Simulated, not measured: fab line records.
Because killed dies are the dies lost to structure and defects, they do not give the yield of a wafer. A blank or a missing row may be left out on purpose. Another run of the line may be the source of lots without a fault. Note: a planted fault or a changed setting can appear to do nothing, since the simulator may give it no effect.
Problem report, 8D (eight disciplines) form, completed by code | flow sky130 | the parts of the form that need people (team, actions taken, sign-off) are left out

== 1. THE PROBLEM ==
At SKY_METAL5_SOFTBAKE_10, heater power total W averages 61.60 W over 6 wafers from 2 lots, while fault-free wafers read 56.59 W, standard deviation 0.043. So: +99 or more standard deviations from the usual mean.
The step: time 60 s.
Seen first at day 47 01:31 on litho track-02, wafer L115.2. The record holds 18 wafers of 6 lots with a number at this step. Rule for "out" (also "out of limits"): further than 4 standard deviations from the usual mean. The other wafers with a number count as sound.

== 2. WHAT IT IS; WHAT IT IS NOT ==
question                    | is                                 | is not
which readings at this step | heater power total W, run length s | -
which lots                  | L115, L120                         | L100, L106, L119, L122
which wafers of those lots  | all that have a number             | -
read on which tools         | litho track-02                     | litho track-04
when                        | from day 47 01:31                  | up to then (6 sound wafers); but 6 sound wafers of L119, L122 came after

== 3. WHAT RULES OUT EACH SUSPECT ==
Counting: any tool at a process step up to the reading is kept as a suspect provided that every lot that is out went through it and no sound lot did after the first of them.
- litho track-02 at SKY_METAL5_SOFTBAKE_10 (time 60 s): kept. It processed each lot that is out, first L115 at day 47 01:31, and no sound lot thereafter; up to then, the last sound lot it processed was L100 at day 43 12:31. Out on those wafers are its own readings of heater power total W, run length s.
After counting, what remains is litho track-02 at SKY_METAL5_SOFTBAKE_10.

== 4. THE CAUSE (what the simulator had put in) ==
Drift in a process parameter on litho track-02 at SKY_METAL5_SOFTBAKE_10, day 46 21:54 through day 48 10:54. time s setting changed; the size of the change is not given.
The count eliminated every tool but this one.

== 5. SEQUENCE OF EFFECTS, ordered by route ==
Each row: a reading where the mean over the struck wafers with a number is more than 3 standard deviations away from the usual. Only readings for which the record gives a usual standard deviation are gone through. hours: the time from each lot's start at the first step in this table that gives one to its start at this step, as a median over the lots. sigmas: the change in usual standard deviations.
hours | step                   | reading              | usual   | on struck wafers | change | sigmas
0     | SKY_METAL5_SOFTBAKE_10 | heater power total W | 56.59 W | 61.60            | +5.01  | +99 or more
0     | SKY_METAL5_SOFTBAKE_10 | run length s         | 89.16 s | 75.32            | -13.84 | -81
The process steps in it:
- SKY_METAL5_SOFTBAKE_10: time 60 s.

== 6. WHAT WOULD HAVE CAUGHT IT SOONER ==
4 hours passed between the start of the fault at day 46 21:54 and the first reading out of limits in this record, taken at day 47 01:31.
